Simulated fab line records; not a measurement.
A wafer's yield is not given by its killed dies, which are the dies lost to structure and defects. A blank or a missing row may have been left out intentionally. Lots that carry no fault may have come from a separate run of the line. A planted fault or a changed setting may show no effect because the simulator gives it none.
fab line records + flow sky130
record:
- lots: 13
- wafers: 39
- lastDay: 50
route steps=708 shown VIA4@641 METAL5@664 PAD_OPEN@708
lots with no fault: from the same line, run without faults
startH: hours from the record's opening day to when the first of the lot's shown wafers began + waitH: time in hours since the lot's previous step + " unchanged from the row above + L1.1+2: a single row standing in for several wafers + - no value present, or no start provided + * or withheld: withheld + < > ~ a bound
route shown NAME@n: a module of which the file shows steps, and the number in the route of the first + usual: mean and standard deviation over wafers with no fault + same: alike in all rows + chamber/n: place in a boat + sites: readings site by site + _std_site: how widely they spread, as a standard deviation + _edge_site: inner sites' mean taken away from outer sites' mean + radiusMm: for every site, how far away it sits from the centre of the wafer + mask NAME#n: copy n + behind: tool/chamber where the wafer was last shaped + hold: cause of the lot's hold/its duration in hours/its outcome + device: which transistor (n, p or np) failed to switch + end of line: the route-end tests of the same wafers + a step given without rows: its recipe and nothing more + killed: at the first sort, the dies lost to defects and structure; wafer yield is something else + map: a wafer's dies, marking killed ones x, the rest . and places with no die _
set.NAME: the run value of the setting; set.NAME@STEP: its run value at that earlier step + model.NAME: the simulator's own value behind a step, which no gauge read
route steps across a sampled set of lots; one table per step, one row per wafer
services: when a tool's chamber went out of use (startH, in hours from the record's first day, below 0 if earlier), for how many hours, and the reason
== steps ==
step: SKY_VIA4_CMP_02
recipe:
- material: SiO2
- downForcePsi: 4
- platenRpm: 60
- padVelocityMS: 0.94248
usual:
- motorCurrentA: 11.1/1.1
| lot.wafer | tool   | chamber | startH  | waitH | motorCurrentA |
|-----------|--------|---------|---------|-------|---------------|
| L226.2    | cmp-01 | 2       | 984.74  | 0.1   | 10.6          |
| L226.4    | "      | 0       | "       | "     | 10.5          |
| L226.5    | "      | 1       | "       | "     | 12.5          |
| L234.2    | cmp-01 | 0       | 1040.98 | 0.0   | 10.1          |
| L234.5    | "      | 0       | "       | "     | 10.8          |
| L234.6    | "      | 1       | "       | "     | 12.7          |
| L235.1    | cmp-01 | 2       | 1042.20 | 0.1   | 10.8          |
| L235.4    | "      | 3       | "       | "     | 9.9           |
| L235.3    | "      | 0       | "       | "     | 10.6          |
| L236.3    | cmp-02 | 1       | 1057.29 | 0.1   | 12.5          |
| L236.1    | "      | 2       | "       | "     | 12.2          |
| L236.5    | "      | 0       | "       | "     | 10.8          |
| L238.1    | cmp-01 | 3       | 1071.29 | 0.1   | 9.3           |
| L238.2    | "      | 0       | "       | "     | 10.7          |
| L238.5    | "      | 2       | "       | "     | 11.1          |
| L239.1    | cmp-02 | 0       | 1072.21 | 0.1   | 11.3          |
| L239.3    | "      | 2       | "       | "     | 11.8          |
| L239.6    | "      | 3       | "       | "     | 10.2          |
| L240.4    | cmp-02 | 1       | 1098.69 | 0.0   | 12.2          |
| L240.1    | "      | 2       | "       | "     | 12.5          |
| L240.5    | "      | 2       | "       | "     | 12.3          |
| L244.3    | cmp-01 | 3       | 1105.69 | 0.0   | 9.3           |
| L244.1    | "      | 0       | "       | "     | 9.6           |
| L244.4    | "      | 1       | "       | "     | 12.6          |
| L245.1    | cmp-01 | 2       | 1106.03 | 0.1   | 10.6          |
| L245.4    | "      | 1       | "       | "     | 12.8          |
| L245.5    | "      | 2       | "       | "     | 10.9          |
| L246.3    | cmp-01 | 2       | 1110.80 | 0.2   | 10.8          |
| L246.6    | "      | 3       | "       | "     | 9.4           |
| L246.5    | "      | 0       | "       | "     | 9.9           |
| L247.3    | cmp-02 | 1       | 1113.63 | 0.1   | 13.1          |
| L247.4    | "      | 2       | "       | "     | 11.6          |
| L247.6    | "      | 0       | "       | "     | 10.5          |
| L248.1    | cmp-01 | 0       | 1124.91 | 0.1   | 10.2          |
| L248.2    | "      | 1       | "       | "     | 12.1          |
| L248.3    | "      | 2       | "       | "     | 10.7          |
| L249.4    | cmp-01 | 2       | 1130.46 | 0.3   | 11.0          |
| L249.2    | "      | 0       | "       | "     | 10.2          |
| L249.5    | "      | 2       | "       | "     | 10.9          |
step: SKY_VIA4_OVL_MEAS_11
usual:
- VIA4_OVL: 0.0/1.2
| lot.wafer | tool       | chamber | startH  | waitH | VIA4_OVL[nm] |
|-----------|------------|---------|---------|-------|--------------|
| L226.2    | overlay-02 | -       | 1007.18 | 0.1   | -0.2         |
| L226.4    | "          | -       | "       | "     | -0.2         |
| L226.5    | "          | -       | "       | "     | 1.0          |
| L234.2    | overlay-01 | -       | 1062.48 | 0.1   | 1.1          |
| L234.5    | "          | -       | "       | "     | 1.1          |
| L234.6    | "          | -       | "       | "     | 0.8          |
| L235.1    | overlay-02 | -       | 1064.23 | 0.1   | 0.9          |
| L235.3    | "          | -       | "       | "     | 2.3          |
| L235.4    | "          | -       | "       | "     | 1.7          |
| L236.1    | overlay-02 | -       | 1078.68 | 0.1   | 0.7          |
| L236.3    | "          | -       | "       | "     | 0.4          |
| L236.5    | "          | -       | "       | "     | -1.0         |
| L238.1    | overlay-01 | -       | 1091.53 | 0.1   | 0.3          |
| L238.2    | "          | -       | "       | "     | -1.5         |
| L238.5    | "          | -       | "       | "     | -0.5         |
| L239.1    | overlay-01 | -       | 1092.73 | 0.1   | -0.9         |
| L239.3    | "          | -       | "       | "     | 0.8          |
| L239.6    | "          | -       | "       | "     | 0.1          |
| L240.1    | overlay-01 | -       | 1118.84 | 0.1   | 1.5          |
| L240.4    | "          | -       | "       | "     | 0.3          |
| L240.5    | "          | -       | "       | "     | 1.0          |
| L244.1    | overlay-02 | -       | 1126.14 | 0.1   | 0.5          |
| L244.3    | "          | -       | "       | "     | -2.4         |
| L244.4    | "          | -       | "       | "     | 0.6          |
| L245.1    | overlay-02 | -       | 1126.44 | 0.1   | 0.3          |
| L245.4    | "          | -       | "       | "     | 0.3          |
| L245.5    | "          | -       | "       | "     | 0.7          |
| L246.3    | overlay-01 | -       | 1130.64 | 0.1   | 0.1          |
| L246.5    | "          | -       | "       | "     | -0.2         |
| L246.6    | "          | -       | "       | "     | -1.5         |
| L247.3    | overlay-01 | -       | 1133.54 | 0.1   | -2.0         |
| L247.4    | "          | -       | "       | "     | -1.6         |
| L247.6    | "          | -       | "       | "     | -1.0         |
| L248.1    | overlay-02 | -       | 1143.98 | 0.1   | -3.1         |
| L248.2    | "          | -       | "       | "     | -1.7         |
| L248.3    | "          | -       | "       | "     | -0.7         |
| L249.2    | overlay-01 | -       | 1148.68 | 0.1   | 0.5          |
| L249.4    | "          | -       | "       | "     | -0.1         |
| L249.5    | "          | -       | "       | "     | -0.1         |
step: SKY_VIA4_CVD_18
recipe:
- material: W
- targetThkNm: 505
- timeS: 152.14
- tempC: 400
- pressureTorr: 40
usual:
- heaterPowerW: 828/150
same:
- timeS: 152.14
| lot.wafer | tool    | chamber | startH  | waitH | heaterPowerW |
|-----------|---------|---------|---------|-------|--------------|
| L226.2    | cvdW-01 | 1       | 1007.94 | 0.0   | 716          |
| L226.4    | "       | 1       | "       | "     | 729          |
| L226.5    | "       | 0       | "       | "     | 868          |
| L234.2    | cvdW-02 | 0       | 1063.27 | 0.0   | 690          |
| L234.5    | "       | 0       | "       | "     | 687          |
| L234.6    | "       | 1       | "       | "     | 1046         |
| L235.1    | cvdW-02 | 1       | 1065.03 | 0.0   | 1052         |
| L235.3    | "       | 0       | "       | "     | 692          |
| L235.4    | "       | 1       | "       | "     | 1057         |
| L236.1    | cvdW-01 | 1       | 1079.51 | 0.0   | 735          |
| L236.3    | "       | 0       | "       | "     | 833          |
| L236.5    | "       | 0       | "       | "     | 839          |
| L238.1    | cvdW-01 | 1       | 1092.36 | 0.0   | 739          |
| L238.2    | "       | 0       | "       | "     | 856          |
| L238.5    | "       | 0       | "       | "     | 848          |
| L239.1    | cvdW-01 | 0       | 1093.49 | 0.0   | 840          |
| L239.3    | "       | 0       | "       | "     | 872          |
| L239.6    | "       | 1       | "       | "     | 733          |
| L240.1    | cvdW-02 | 1       | 1119.60 | 0.0   | 1041         |
| L240.4    | "       | 0       | "       | "     | 678          |
| L240.5    | "       | 0       | "       | "     | 692          |
| L244.1    | cvdW-02 | 0       | 1126.93 | 0.0   | 688          |
| L244.3    | "       | 1       | "       | "     | 1070         |
| L244.4    | "       | 0       | "       | "     | 689          |
| L245.1    | cvdW-02 | 1       | 1127.20 | 0.0   | 1067         |
| L245.4    | "       | 0       | "       | "     | 679          |
| L245.5    | "       | 1       | "       | "     | 1056         |
| L246.3    | cvdW-01 | 1       | 1131.44 | 0.1   | 730          |
| L246.5    | "       | 1       | "       | "     | 719          |
| L246.6    | "       | 0       | "       | "     | 840          |
| L247.3    | cvdW-01 | 1       | 1134.34 | 0.1   | 726          |
| L247.4    | "       | 0       | "       | "     | 843          |
| L247.6    | "       | 1       | "       | "     | 755          |
| L248.1    | cvdW-02 | 1       | 1144.74 | 0.0   | 1076         |
| L248.2    | "       | 0       | "       | "     | 693          |
| L248.3    | "       | 0       | "       | "     | 665          |
| L249.2    | cvdW-02 | 0       | 1149.44 | 0.0   | 682          |
| L249.4    | "       | 1       | "       | "     | 1101         |
| L249.5    | "       | 1       | "       | "     | 1051         |
step: SKY_METAL5_SPUTTER_03
recipe:
- material: Ti
- targetThkNm: 5
- powerW: 3000
- timeS: 3.3
- chamberPressurePa: 0.4
usual:
- cathodeDcPowerW: 3000.0/0.6
- chamberPressurePa: 0.3999/0.00078
- throttleValvePct: 30.6/1
- timeS: 3.3/0
| lot.wafer | tool          | chamber | startH  | waitH | cathodeDcPowerW | chamberPressurePa | throttleValvePct | timeS |
|-----------|---------------|---------|---------|-------|-----------------|-------------------|------------------|-------|
| L226.2    | pvdSputter-01 | -       | 1008.67 | 0.0   | 3000.9          | 0.3997            | 30.1             | 3.3   |
| L226.4    | "             | -       | "       | "     | 3000.1          | 0.3999            | 32.0             | 3.3   |
| L226.5    | "             | -       | "       | "     | 2999.1          | 0.4001            | 32.1             | 3.3   |
| L234.2    | pvdSputter-02 | -       | 1064.00 | 0.0   | -               | -                 | -                | -     |
| L234.5    | "             | -       | "       | "     | -               | -                 | -                | -     |
| L234.6    | "             | -       | "       | "     | -               | -                 | -                | -     |
| L235.1    | pvdSputter-03 | -       | 1065.76 | 0.0   | -               | -                 | -                | -     |
| L235.3    | "             | -       | "       | "     | -               | -                 | -                | -     |
| L235.4    | "             | -       | "       | "     | -               | -                 | -                | -     |
| L236.1    | pvdSputter-01 | -       | 1080.24 | 0.0   | 2999.8          | 0.3999            | 29.0             | 3.3   |
| L236.3    | "             | -       | "       | "     | 3000.0          | 0.3998            | 30.3             | 3.3   |
| L236.5    | "             | -       | "       | "     | 3000.4          | 0.4013            | 29.1             | 3.3   |
| L238.1    | pvdSputter-03 | -       | 1093.15 | 0.0   | 2999.2          | 0.4012            | 32.0             | 3.3   |
| L238.2    | "             | -       | "       | "     | 3000.3          | 0.4013            | 32.0             | 3.3   |
| L238.5    | "             | -       | "       | "     | 3000.6          | 0.4009            | 32.0             | 3.3   |
| L239.1    | pvdSputter-01 | -       | 1094.22 | 0.0   | 2999.0          | 0.3998            | 32.1             | 3.3   |
| L239.3    | "             | -       | "       | "     | 3000.4          | 0.4006            | 31.1             | 3.3   |
| L239.6    | "             | -       | "       | "     | 2999.7          | 0.3999            | 29.1             | 3.3   |
| L240.1    | pvdSputter-02 | -       | 1120.34 | 0.0   | 2999.8          | 0.3981            | 29.0             | 3.3   |
| L240.4    | "             | -       | "       | "     | 3000.7          | 0.4003            | 30.0             | 3.3   |
| L240.5    | "             | -       | "       | "     | 3000.2          | 0.3997            | 30.3             | 3.3   |
| L244.1    | pvdSputter-01 | -       | 1127.66 | 0.0   | 3000.6          | 0.3996            | 31.8             | 3.3   |
| L244.3    | "             | -       | "       | "     | 3000.3          | 0.4003            | 30.4             | 3.3   |
| L244.4    | "             | -       | "       | "     | 3000.1          | 0.3994            | 28.7             | 3.3   |
| L245.1    | pvdSputter-03 | -       | 1127.96 | 0.0   | 3001.0          | 0.3999            | 30.6             | 3.3   |
| L245.4    | "             | -       | "       | "     | 3000.4          | 0.3992            | 29.8             | 3.3   |
| L245.5    | "             | -       | "       | "     | 2999.6          | 0.3999            | 30.5             | 3.3   |
| L246.3    | pvdSputter-02 | -       | 1132.12 | 0.0   | 2999.5          | 0.3988            | 29.5             | 3.3   |
| L246.5    | "             | -       | "       | "     | 2999.9          | 0.4008            | 30.3             | 3.3   |
| L246.6    | "             | -       | "       | "     | 2999.0          | 0.3995            | 31.1             | 3.3   |
| L247.3    | pvdSputter-02 | -       | 1135.02 | 0.0   | 2999.2          | 0.3994            | 29.9             | 3.3   |
| L247.4    | "             | -       | "       | "     | 3000.3          | 0.3992            | 30.2             | 3.3   |
| L247.6    | "             | -       | "       | "     | 3000.1          | 0.3989            | 30.3             | 3.3   |
| L248.1    | pvdSputter-02 | -       | 1145.47 | 0.0   | 3000.3          | 0.3998            | 29.1             | 3.3   |
| L248.2    | "             | -       | "       | "     | 2999.7          | 0.4023            | 29.8             | 3.3   |
| L248.3    | "             | -       | "       | "     | 3000.4          | 0.4004            | 31.3             | 3.3   |
| L249.2    | pvdSputter-03 | -       | 1150.17 | 0.0   | 2999.4          | 0.4002            | 31.9             | 3.3   |
| L249.4    | "             | -       | "       | "     | 3000.7          | 0.3997            | 29.8             | 3.3   |
| L249.5    | "             | -       | "       | "     | 3000.2          | 0.3991            | 32.0             | 3.3   |
step: SKY_PAD_OPEN_PROBE_99
usual:
- defectLimitedYield: 82.5/2.1
- killed_at_M0_to_M3: 43/7.7
- killed_at_M4_up: 3.4/1.9
- killedAtContacts: 25/5.6
- killedAtFrontEnd: 14/4.3
- killedAtOther: 0.2/0.5
- killedDies: 86/10
- killedOpen: 47/7.2
- killedShort: 39/6.7
- sort_bin_3_pad_short: 0.9/0.46
- sort_bin_5_function: 10.4/1.5
- sort_bin_6_memory: 6.2/1.2
- sortNPass: 406/10
- sortYieldPct: 82.5/2.1
same:
- grossDies: 492
- killedAtBackSide: 0
- sort_bin_4_leakage[%]: 0
- sort_bin_8_speed[%]: 0
| lot.wafer | tool      | chamber | startH  | waitH | defectLimitedYield[%] | killed_at_M0_to_M3 | killed_at_M4_up | killedAtContacts | killedAtFrontEnd | killedAtOther | killedDies | killedOpen | killedShort | sort_bin_3_pad_short[%] | sort_bin_5_function[%] | sort_bin_6_memory[%] | sortNPass | sortYieldPct[%] |
|-----------|-----------|---------|---------|-------|-----------------------|--------------------|-----------------|------------------|------------------|---------------|------------|------------|-------------|-------------------------|------------------------|----------------------|-----------|-----------------|
| L234.2    | prober-02 | -       | 1129.59 | 0.1   | 82.9                  | 30                 | 2               | 35               | 17               | 0             | 84         | 49         | 35          | 0.6                     | 11.0                   | 5.5                  | 408       | 82.9            |
| L234.5    | prober-02 | -       | 1129.74 | 0.2   | 82.7                  | 40                 | 8               | 29               | 8                | 0             | 85         | 51         | 34          | 0.6                     | 11.8                   | 4.9                  | 407       | 82.7            |
| L234.6    | prober-02 | -       | 1129.79 | 0.2   | 85.6                  | 40                 | 1               | 18               | 12               | 0             | 71         | 40         | 31          | 1.0                     | 7.9                    | 5.5                  | 421       | 85.6            |
| L238.1    | prober-02 | -       | 1154.39 | 0.1   | 83.3                  | 39                 | 2               | 29               | 12               | 0             | 82         | 46         | 36          | 1.0                     | 9.3                    | 6.3                  | 410       | 83.3            |
| L238.2    | prober-02 | -       | 1154.44 | 0.1   | 81.3                  | 43                 | 4               | 35               | 10               | 0             | 92         | 53         | 39          | 1.2                     | 11.2                   | 6.3                  | 400       | 81.3            |
| L238.5    | prober-02 | -       | 1154.59 | 0.2   | 82.1                  | 48                 | 5               | 18               | 17               | 0             | 88         | 49         | 39          | 0.6                     | 11.6                   | 5.7                  | 404       | 82.1            |
| L239.1    | prober-01 | -       | 1156.21 | 0.1   | 80.1                  | 52                 | 3               | 30               | 13               | 0             | 98         | 58         | 40          | 0.8                     | 11.8                   | 7.3                  | 394       | 80.1            |
| L239.3    | prober-01 | -       | 1156.31 | 0.2   | 83.3                  | 43                 | 5               | 27               | 7                | 0             | 82         | 43         | 39          | 0.8                     | 10.4                   | 5.5                  | 410       | 83.3            |
| L239.6    | prober-01 | -       | 1156.46 | 0.2   | 81.9                  | 43                 | 4               | 26               | 16               | 0             | 89         | 54         | 35          | 1.0                     | 11.4                   | 5.7                  | 403       | 81.9            |
| L240.1    | prober-02 | -       | 1178.29 | 0.1   | 81.7                  | 55                 | 3               | 20               | 12               | 0             | 90         | 47         | 43          | 1.2                     | 10.4                   | 6.7                  | 402       | 81.7            |
| L240.4    | prober-02 | -       | 1178.44 | 0.2   | 81.5                  | 40                 | 5               | 28               | 18               | 0             | 91         | 45         | 46          | 0.8                     | 10.8                   | 6.9                  | 401       | 81.5            |
| L240.5    | prober-02 | -       | 1178.49 | 0.2   | 81.1                  | 43                 | 2               | 32               | 16               | 0             | 93         | 48         | 45          | 0.4                     | 11.0                   | 7.5                  | 399       | 81.1            |
| L246.3    | prober-02 | -       | 1189.45 | 0.2   | 82.9                  | 42                 | 4               | 24               | 14               | 0             | 84         | 39         | 45          | 1.4                     | 8.7                    | 6.9                  | 408       | 82.9            |
| L246.5    | prober-02 | -       | 1189.55 | 0.2   | 83.7                  | 42                 | 5               | 26               | 7                | 0             | 80         | 46         | 34          | 1.0                     | 9.8                    | 5.5                  | 412       | 83.7            |
| L246.6    | prober-02 | -       | 1189.60 | 0.2   | 82.1                  | 46                 | 3               | 20               | 19               | 0             | 88         | 57         | 31          | 0.4                     | 11.2                   | 6.3                  | 404       | 82.1            |
killed by level:class
L234.2 CONTACT:geometricParticle:open=12 LI_CONTACT:geometricParticle:open=9 LOCAL_INTERCONNECT:geometricParticle:short=7 FIELD_ISO:geometricParticle:short=6 VIA1:geometricParticle:open=6 VIA2:geometricParticle:open=6 METAL1:geometricParticle:short=5 FIELD_ISO:geometricParticle:open=4
L234.5 VIA1:geometricParticle:open=15 CONTACT:geometricParticle:open=13 LI_CONTACT:geometricParticle:open=6 VIA1:geometricParticle:short=6 LOCAL_INTERCONNECT:geometricParticle:short=6 METAL4:geometricParticle:short=6 VIA2:geometricParticle:open=4 METAL3:geometricParticle:short=4
L234.6 VIA1:geometricParticle:open=8 CONTACT:geometricParticle:open=6 METAL1:geometricParticle:short=6 METAL2:geometricParticle:short=6 VIA2:geometricParticle:open=6 LI_CONTACT:geometricParticle:open=5 FIELD_ISO:geometricParticle:short=4 CONTACT:geometricParticle:short=4
L238.1 CONTACT:geometricParticle:open=11 VIA1:geometricParticle:open=9 LI_CONTACT:geometricParticle:open=8 VIA3:geometricParticle:open=6 METAL2:geometricParticle:short=6 FIELD_ISO:geometricParticle:short=5 VIA2:geometricParticle:open=5 LI_CONTACT:geometricParticle:short=4
L238.2 VIA1:geometricParticle:open=13 LI_CONTACT:geometricParticle:open=12 CONTACT:geometricParticle:open=9 VIA1:geometricParticle:short=7 CONTACT:geometricParticle:short=6 VIA2:geometricParticle:open=5 LOCAL_INTERCONNECT:geometricParticle:short=4 METAL4:geometricParticle:short=4
L238.5 VIA1:geometricParticle:open=11 LI_CONTACT:geometricParticle:open=8 VIA3:geometricParticle:open=8 VIA2:geometricParticle:open=8 CONTACT:geometricParticle:open=6 METAL1:geometricParticle:short=6 FIELD_ISO:geometricParticle:open=4 VIA1:geometricParticle:short=4
L239.1 VIA1:geometricParticle:open=12 VIA3:geometricParticle:open=12 CONTACT:geometricParticle:open=11 LI_CONTACT:geometricParticle:short=6 LI_CONTACT:geometricParticle:open=6 VIA2:geometricParticle:open=5 FIELD_ISO:geometricParticle:short=4 METAL1:geometricParticle:short=4
L239.3 VIA1:geometricParticle:open=10 CONTACT:geometricParticle:open=8 VIA3:geometricParticle:open=8 CONTACT:geometricParticle:short=7 LI_CONTACT:geometricParticle:open=6 VIA3:geometricParticle:short=5 VIA2:geometricParticle:open=4 METAL1:geometricParticle:short=4
L239.6 VIA1:geometricParticle:open=15 CONTACT:geometricParticle:open=13 VIA2:geometricParticle:open=7 LI_CONTACT:geometricParticle:open=6 METAL2:geometricParticle:short=6 FIELD_ISO:geometricParticle:short=4 VIA3:geometricParticle:open=4 METAL4:geometricParticle:short=4
L240.1 CONTACT:geometricParticle:open=9 VIA2:geometricParticle:open=9 VIA1:geometricParticle:open=7 VIA1:geometricParticle:short=6 METAL1:geometricParticle:short=6 METAL2:geometricParticle:short=6 VIA3:geometricParticle:short=5 VIA3:geometricParticle:open=4
L240.4 CONTACT:geometricParticle:open=10 LI_CONTACT:geometricParticle:open=9 FIELD_ISO:geometricParticle:short=7 METAL1:geometricParticle:short=7 VIA2:geometricParticle:open=7 VIA1:geometricParticle:open=7 VIA1:geometricParticle:short=5 METAL2:geometricParticle:short=5
L240.5 VIA1:geometricParticle:open=12 CONTACT:geometricParticle:open=9 LI_CONTACT:geometricParticle:open=7 VIA1:geometricParticle:short=7 LOCAL_INTERCONNECT:geometricParticle:short=6 CONTACT:geometricParticle:short=5 METAL2:geometricParticle:short=5 FIELD_ISO:geometricParticle:open=4
L246.3 CONTACT:geometricParticle:open=9 VIA3:geometricParticle:open=7 VIA1:geometricParticle:open=6 METAL2:geometricParticle:short=6 VIA2:geometricParticle:short=6 CONTACT:geometricParticle:short=5 FIELD_ISO:geometricParticle:short=4 LI_CONTACT:geometricParticle:open=4
L246.5 VIA2:geometricParticle:open=12 CONTACT:geometricParticle:open=9 VIA3:geometricParticle:open=8 LOCAL_INTERCONNECT:geometricParticle:short=7 CONTACT:geometricParticle:short=6 METAL2:geometricParticle:short=5 VIA1:geometricParticle:open=5 METAL1:geometricParticle:short=4
L246.6 VIA2:geometricParticle:open=13 VIA1:geometricParticle:open=10 VIA3:geometricParticle:open=9 CONTACT:geometricParticle:open=6 FIELD_ISO:geometricParticle:open=5 POLY_GATE:geometricParticle:short=4 POLY_GATE:geometricParticle:open=4 LI_CONTACT:geometricParticle:open=4
== services ==
| tool    | chamber | startH  | hours | kind                          |
|---------|---------|---------|-------|-------------------------------|
| cvdW-01 | 0       | 1015.93 | 6.7   | repair                        |
| cvdW-01 | -       | 1043.10 | 0.6   | repair                        |
| cmp-01  | -       | 1043.74 | 5.4   | repair                        |
| cmp-02  | -       | 1084.34 | 4.0   | pm                            |
| cmp-01  | -       | 1087.11 | 0.5   | repair                        |
| cmp-02  | -       | 1088.34 | -     | consumableReplace:conditioner |
| cmp-02  | -       | 1088.34 | -     | consumableReplace:pad         |
| cmp-01  | -       | 1091.50 | 0.3   | repair                        |
| cmp-02  | -       | 1101.82 | 3.9   | repair                        |
== key ==
firstSign:
- step: SKY_METAL5_SPUTTER_03
- reading: toolRecord
- direction: missing
effect none on later readings
metAt SKY_METAL5_SPUTTER_03
struckLots L234,L235
notActingAt SKY_VIA4_CMP_02,SKY_VIA4_OVL_MEAS_11,SKY_VIA4_CVD_18
fault:
- kind: skippedStepWhole
- tool: pvdSputter-02,pvdSputter-03
- chamber: -
- onsetH: 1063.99
- steps: SKY_METAL5_SPUTTER_03
- scope: struckLotsOnly
